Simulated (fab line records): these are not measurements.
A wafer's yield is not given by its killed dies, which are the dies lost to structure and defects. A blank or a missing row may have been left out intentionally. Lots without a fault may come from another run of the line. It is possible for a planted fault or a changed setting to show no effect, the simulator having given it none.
Split-lot study | flow sky130 | on a route of 708 steps: 5 lots, 23 wafers read

## ABOUT THE SPLIT
At SKY_METAL1_SPUTTER_00 (material Ti, target thk 15 nm, time 10 s), the setting powerW was moved away from the recipe's 3000 W on 11 of the 23 wafers read, by -9.1% to +11.4%. The other wafers ran this setting at the recipe's value.

Reading taken at the split's own step.

## THE READING
Ti_of_METAL1_SPUTTER_00.thkNm (the simulator's own value, which no gauge read), in nm, at SKY_METAL1_SPUTTER_00 (material Ti, target thk 15 nm, time 10 s). The file gives no usual value for it. Average 15.11 nm, standard deviation 0.22 nm, over the 12 wafers here run with the recipe.

wafer  | tool, chamber at the split | powerW as run, W | against the recipe | Ti_of_METAL1_SPUTTER_00.thkNm, nm | against lot-mates on the recipe
L076.2 | pvdSputter-01, -           | 3341             | +11.4%             | 16.71                             | +1.87
L076.3 | pvdSputter-01, -           | 3000             | recipe             | 14.79                             | -
L076.4 | pvdSputter-01, -           | 3000             | recipe             | 14.9                              | -
L076.5 | pvdSputter-01, -           | 3341             | +11.4%             | 16.91                             | +2.07
L076.6 | pvdSputter-01, -           | 3341             | +11.4%             | 16.65                             | +1.80
L079.1 | pvdSputter-03, -           | 2851             | -5.0%              | 14.46                             | -0.65
L079.2 | pvdSputter-03, -           | 2851             | -5.0%              | 14.33                             | -0.79
L079.3 | pvdSputter-03, -           | 2851             | -5.0%              | 14.5                              | -0.62
L079.4 | pvdSputter-03, -           | 3000             | recipe             | 15.17                             | -
L079.5 | pvdSputter-03, -           | 3000             | recipe             | 15.06                             | -
L081.1 | pvdSputter-03, -           | 3000             | recipe             | 15.29                             | -
L081.2 | pvdSputter-03, -           | 3000             | recipe             | 15                                | -
L081.6 | pvdSputter-03, -           | 3000             | recipe             | 15.3                              | -
L080.1 | pvdSputter-04, -           | 2728             | -9.1%              | 13.46                             | -1.81
L080.3 | pvdSputter-04, -           | 3000             | recipe             | 14.97                             | -
L080.4 | pvdSputter-04, -           | 3000             | recipe             | 15.41                             | -
L080.5 | pvdSputter-04, -           | 2728             | -9.1%              | 13.39                             | -1.88
L080.6 | pvdSputter-04, -           | 3000             | recipe             | 15.43                             | -
L085.1 | pvdSputter-04, -           | 3279             | +9.3%              | 16.22                             | +1.23
L085.2 | pvdSputter-04, -           | 3279             | +9.3%              | 16.36                             | +1.38
L085.4 | pvdSputter-04, -           | 3279             | +9.3%              | 16.69                             | +1.71
L085.5 | pvdSputter-04, -           | 3000             | recipe             | 15.21                             | -
L085.6 | pvdSputter-04, -           | 3000             | recipe             | 14.76                             | -

THE FIT
A straight line over all 23 wafers: Ti_of_METAL1_SPUTTER_00.thkNm changes by +0.152 nm for each +1% of powerW; r = +0.98; the points scatter about the line by 0.21 nm.
The same after taking each lot's own level away (the mean of its wafers on the recipe; 23 wafers): +0.169 nm for each +1%; r = +0.98; scatter 0.19 nm.
The reading moves by 1.9 nm for the largest change in powerW, on that fit.
From 14.845 to 15.270 nm: that is the span of the lots' own levels, equal to 1.9 times the standard deviation above.
Hence the slope depends on the lot-to-lot level, as the two fits are not the same.
Check: with one of the wafers moved furthest among these (+11.4%) left out of the fit, the line predicts +1.9 nm for it against its lot-mates. Against them it came out at +1.87 nm.

## OTHER SPLITS ON THESE WAFERS
Note: prior to the reading, these wafers also went through further splits. Each is held against what the fit with the lots' levels taken away leaves over:
other split on the same wafers            | wafers away from the commonest value | r with Ti_of_METAL1_SPUTTER_00.thkNm (lot level and that fit taken away)
SKY_LI_CONTACT_CVD_21 tempC               | 7                                    | -0.01
SKY_LOCAL_INTERCONNECT_SPUTTER_00 powerW  | 7                                    | +0.04
SKY_LOCAL_INTERCONNECT_METAL_ETCH_14 icpW | 8                                    | +0.07
SKY_CONTACT_COAT_09 spinRpm               | 11                                   | -0.17
SKY_CONTACT_DEVELOP_13 developTimeS       | 7                                    | +0.01

## FILE'S OWN FIT
Ti_of_METAL1_SPUTTER_00.thkNm changes by +0.171 nm for each +1% of powerW, r = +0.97.
